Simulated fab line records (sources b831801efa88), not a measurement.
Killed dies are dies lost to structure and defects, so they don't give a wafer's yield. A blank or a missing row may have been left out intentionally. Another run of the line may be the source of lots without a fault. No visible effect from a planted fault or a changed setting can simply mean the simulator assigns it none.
A struck lot beside a sound one / flow gf180mcu / 20 out of 602 route steps
Sound: the wafers L718.2, L718.3, L718.4. Wafers L727.1, L727.3, L727.5 were the ones struck. At the end, the cause is stated.
Each step with rows lists, per side, the tool, then ch with its chambers, then its first start. Under that, the readings that differ: sound wafers / struck wafers / difference of the means / sigmas: that difference in standard deviations of wafers without a fault.
alike: words and numbers the same on both sides, and readings whose means are apart by under 2 such deviations; not compared: readings that were withheld, readings missing a value for some wafer, numbers with overlapping values and no deviation given by the record, and bounds like >300 which may hide the same value.
A row with sigmas, a row that says differs or no value, or rows on one side alone: a step with any of these is where the two part. Non-overlapping numbers with no deviation appear without sigmas and do not part them. Lack of a reading on every wafer of one side parts them only where that side has two or more wafers.

GF_V3_CMP_26: polishes, stops on SiO2, t overpolish 15 s, target thk 0 nm.
  sound on cmp-02 ch 0,1,3, day 24 18:07; struck on cmp-01 ch 0,1,3, day 28 00:55
  alike: motor_current_A, overpolish_run_s, time_to_endpoint_s
GF_M4_SPUTTER_00: material Ti, target thk 37.5 nm, time 150 s.
  struck on pvd_sputter-02, day 28 01:13; sound on pvd_sputter-02, day 24 18:22
  alike: substrate_temp_c, throttle_valve_pct
GF_M4_SPUTTER_01: material TiN, target thk 30 nm, time 25 s.
  struck on pvd_sputter-02, day 28 01:19; sound on pvd_sputter-02, day 24 18:28
  alike: throttle_valve_pct
GF_M4_SPUTTER_02: material AlCu, target thk 450 nm, time 23.9 s.
  struck on pvd_sputter-02, day 28 01:20; sound on pvd_sputter-02, day 24 18:29
  alike: throttle_valve_pct
then, 1 step without rows for these wafers: GF_M4_SPUTTER_03 (material Ti, target thk 10 nm, time 6.7 s).
GF_M4_SPUTTER_04: material TiN, target thk 50 nm, time 41.7 s.
  struck on pvd_sputter-02, day 28 01:23; sound on pvd_sputter-02, day 24 18:32
  alike: throttle_valve_pct
GF_M4_RS_MEAS_05: uses a four-point probe to measure.
  struck on film_metro-03, day 28 01:26; sound on film_metro-01, day 24 18:36
  alike: M4_ALCU_RS
GF_M4_THK_MEAS_06: measures by xrf.
  struck on film_metro-03, day 28 01:33; sound on film_metro-01, day 24 18:43
  alike: M4_ALCU_THK
then, 4 steps without rows for these wafers: GF_M4_DEHYDRATE_07 (time 60 s); GF_M4_HMDS_08 (prime time 60 s); GF_M4_COAT_09 (resist thk 1000 nm); GF_M4_SOFTBAKE_10 (time 60 s).
GF_M4_EXPOSE_11: exposes mask Metal4, target cd 280 nm.
  sound on krf_scanner-01 ch 0, day 25 05:58; struck on krf_scanner-01 ch 0, day 28 10:54
reading=exposure_dose_mJ_cm2; sound=27.97 27.99 28.04; struck=29.25 29.21 29.24; difference=+1.23; sigmas=+10
  alike: mask, focus_offset_nm
then, 2 steps without rows for these wafers: GF_M4_PEB_12 (peb time 90 s); GF_M4_DEVELOP_13 (develop time 60 s).
GF_M4_CD_MEAS_14: target cd 280 nm.
  struck on cd_sem-01, day 28 20:55; sound on cd_sem-02, day 25 16:05
reading=cd_nm (nm); sound=280.8 279.4 280.5; struck=273.4 274.3 275.1; difference=-6.0; sigmas=-5
GF_M4_OVL_MEAS_15:
  struck on overlay-02, day 28 21:02; sound on overlay-02, day 25 16:12
  alike: M4_OVL
GF_M4_METAL_ETCH_16: etches the open film in Cl2/BCl3, stops on SiO2, target depth 750.8 nm, time 125.1 s.
  sound on rie_metal-03 ch 0,1, day 25 16:14; struck on rie_metal-03 ch 0,1, day 28 21:04
reading=model.M4.cd_nm (nm); sound=281.9 276.8 283.9; struck=271.3 271.8 275.5; difference=-8.0; sigmas=
  alike: drypump_motor_current_A, oes_product_au, throttle_valve_pct
  not compared: rf_hours_counter_h
then, 2 steps without rows for these wafers: GF_M4_STRIP_17 (strips in O2/N2); GF_PASSIVATION_PROBE_99.

== WHERE THEY PART ==
Earliest at GF_M4_EXPOSE_11; latest, in this record, at GF_M4_CD_MEAS_14. Later steps at which nothing parts them and some readings are alike: GF_M4_OVL_MEAS_15, GF_M4_METAL_ETCH_16.

WHY: what the simulator had put in
Drift in process parameters on krf_scanner-01 at GF_M4_EXPOSE_11, starting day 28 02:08. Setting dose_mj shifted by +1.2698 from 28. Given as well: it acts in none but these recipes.
